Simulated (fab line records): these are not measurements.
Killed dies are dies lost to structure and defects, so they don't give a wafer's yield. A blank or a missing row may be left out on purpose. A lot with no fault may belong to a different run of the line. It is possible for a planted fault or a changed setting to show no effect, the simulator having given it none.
Matching of chambers    flow sky130    SKY_VIA3_ETCH_14 on rie diel-03 has 4 sister chambers
The step etches BARC in N2/H2, stops on SiO2, time 45.9 s, target depth 60 nm. 4 wafers are shown with their chamber, then 8 later ones without.

EACH WAFER AND ITS CHAMBER
wafer   chamber  drypump motor current A (A)
L952.3  0        4.8
L952.4  2        5.9
L952.6  1        6.6
L954.1  3        6.3

WAFERS WHOSE CHAMBER IS MISSING
wafer   drypump motor current A (A)
L954.5  6.6
L954.6  4.8
L957.1  5.9
L957.3  6.3
L957.4  4.8
L960.1  6.3
L960.2  6.6
L960.4  4.7

WHICH CHAMBER EACH ONE RAN IN
wafer   from the rows above  in truth
L954.5  1                    1
L954.6  0                    0
L957.1  2                    2
L957.3  3                    3
L957.4  0                    0
L960.1  3                    3
L960.2  1                    1
L960.4  0                    0
Correct placement for 8 of the 8. From these rows, 0 cannot be placed. Wrongly placed: 0.
How it was worked out, from the rows above alone: a wafer's distance from a chamber is the root of the sum, over the readings, of the square of ((its reading less the chamber's mean) divided by the reading's scatter). The wafer belongs to the nearest chamber; if the next one is less than 2 further off, it can't be placed. For every chamber, the mean is computed from those of its wafers that are shown. The scatter (one wafer shown for each chamber): square how far every hidden wafer sits from the nearest shown wafer, average those squares and take the square root.
